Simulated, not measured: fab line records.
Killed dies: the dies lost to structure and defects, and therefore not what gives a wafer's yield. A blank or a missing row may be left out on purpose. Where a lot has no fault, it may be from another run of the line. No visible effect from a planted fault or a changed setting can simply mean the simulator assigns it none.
2 desks, one fault | flow sky130 | each desk holds nothing but its own numbers, with what lay behind them at the end

THE TOOL OWNER'S DESK: implanter-02
SKY_LDD_LDN_IMPLANT_10, tool's own readings: per-lot mean of the sampled wafers with a number, covering each lot this tool ran. A lot is out of limits, marked OUT, if its mean lies more than 4 standard deviations from the usual mean; the brackets give that distance.
Columns: A = dose_ions_cm2 at SKY_LDD_LDN_IMPLANT_10, usual 1.2501e+13; B = faraday_current_uA at SKY_LDD_LDN_IMPLANT_10, usual 70.6
lot  | first seen here | A                            | B
L780 | day 27 13:50    | 1.2483e+13                   | 69.7
L781 | day 28 02:52    | 1.2500e+13                   | 69.7
L784 | day 29 13:50    | 5.7673e+12 (-99 or more) OUT | 33.0 (-25) OUT
L785 | day 29 17:26    | 5.7780e+12 (-99 or more) OUT | 32.5 (-25) OUT
This desk's finding: out of limits on L784, L785; first on L784, day 29 13:50 (dose_ions_cm2 at SKY_LDD_LDN_IMPLANT_10). In limits: L780, L781.

METROLOGY DESK
What the gauges read for every lot (on any tool): the sampled wafers with a number, averaged. A lot is out of limits, marked OUT, if its mean lies more than 4 standard deviations from the usual mean; the brackets give that distance.
Columns: A = LDD_LDN_TW at SKY_LDD_LDN_TW_MEAS_13, usual 1473; B = POLY_CUT_OVL at SKY_POLY_CUT_OVL_MEAS_09, usual -3 nm
lot  | first seen here | A               | B
L768 | day 22 22:46    | 1458            | -5
L769 | day 23 08:55    | 1480            | -9
L771 | day 24 04:40    | 1470            | 0
L774 | day 25 12:07    | 1481            | -1
L776 | day 26 07:59    | 1483            | -6
L778 | day 26 19:05    | 1466            | 7
L780 | day 27 14:12    | 1460            | -2
L781 | day 28 03:16    | 1468            | -9
L784 | day 29 14:13    | 1418 (-6.9) OUT | -9
L785 | day 29 17:49    | 1404 (-8.6) OUT | -2
L790 | day 30 16:43    | 1479            | -2
L789 | day 30 21:01    | 1484            | 1
Finding of this desk: L784, L785 out of limits, first seen on L784 at day 29 14:13 (LDD_LDN_TW at SKY_LDD_LDN_TW_MEAS_13). In limits: L768, L769, L771, L774, L776, L778, L780, L781, L790, L789.

ALL TOGETHER
The tool owner's desk could have raised an alarm at day 29 13:50, on L784, L785.
L784, L785 would have let the metrology desk raise an alarm at day 29 14:13.
Every lot named ran SKY_LDD_LDN_IMPLANT_10 on implanter-02.

WHAT THE SIMULATOR HAD PUT IN
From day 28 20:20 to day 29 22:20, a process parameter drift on implanter-02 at SKY_LDD_LDN_IMPLANT_10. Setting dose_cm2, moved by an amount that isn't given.
Shown lots that were struck: L784, L785.
Fault start to first reading out of limits, in hours, per desk: tool owner, 18; metrology, 18.
